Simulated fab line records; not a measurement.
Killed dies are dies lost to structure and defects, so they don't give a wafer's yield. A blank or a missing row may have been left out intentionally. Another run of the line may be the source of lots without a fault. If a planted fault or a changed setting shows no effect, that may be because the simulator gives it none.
The tool behind it: which one? | flow sky130 | 6 lots, 18 wafers sampled, at 2 steps of a route of 708

## WHAT EACH GAUGE READ, for each wafer
SKY_LDD_LDN_OVL_MEAS_07.
lot  | measured     | on         | LDD_LDN_OVL (nm)
L915 | day 23 11:00 | overlay-02 | -3.7 -1.7 -4.2
L920 | day 26 10:16 | overlay-01 | -0.1 -0.2 1.1
L921 | day 26 11:30 | overlay-01 | -2.2 -1.3 -1.0
L928 | day 28 01:18 | overlay-02 | 0.4 1.1 0.2
L935 | day 30 15:43 | overlay-02 | 1.8 0.8 1.1
L934 | day 30 16:19 | overlay-02 | -0.8 -0.4 -0.8

## WHICH TOOL RAN EACH LOT (tool, then ch and the chambers of the sampled wafers, then the start)
lot  | SKY_LDD_LDN_EXPOSE_04
L915 | iline stepper-01 ch 0, day 22 21:00
L920 | iline stepper-02 ch 0, day 25 19:59
L921 | iline stepper-01 ch 0, day 25 21:09
L928 | iline stepper-02 ch 0, day 27 11:34
L935 | iline stepper-02 ch 0, day 30 02:05
L934 | iline stepper-02 ch 0, day 30 02:49
- SKY_LDD_LDN_EXPOSE_04: exposes mask LDNTM, target cd 700 nm.

## THE ANSWER, worked out from the rows above alone
Rule: the lots themselves supply what counts as usual. Put in order of their means at a reading, lots are off if they are a third of the lots or fewer, leave a main group of 4 or more, and stand apart from it by a gap of 3 or more times the standard deviation of the main group's means; of several such gaps the widest counts. If all means in a main group match to the digits the tables above print for the reading, that group is not used. Also off: a lot with no number at a reading for which 4 or more lots have one. The other lots that the step has rows for count as sound.
No lot is off at any reading shown: from this, nothing can be told.

## WHAT THE SIMULATOR HAD PUT IN
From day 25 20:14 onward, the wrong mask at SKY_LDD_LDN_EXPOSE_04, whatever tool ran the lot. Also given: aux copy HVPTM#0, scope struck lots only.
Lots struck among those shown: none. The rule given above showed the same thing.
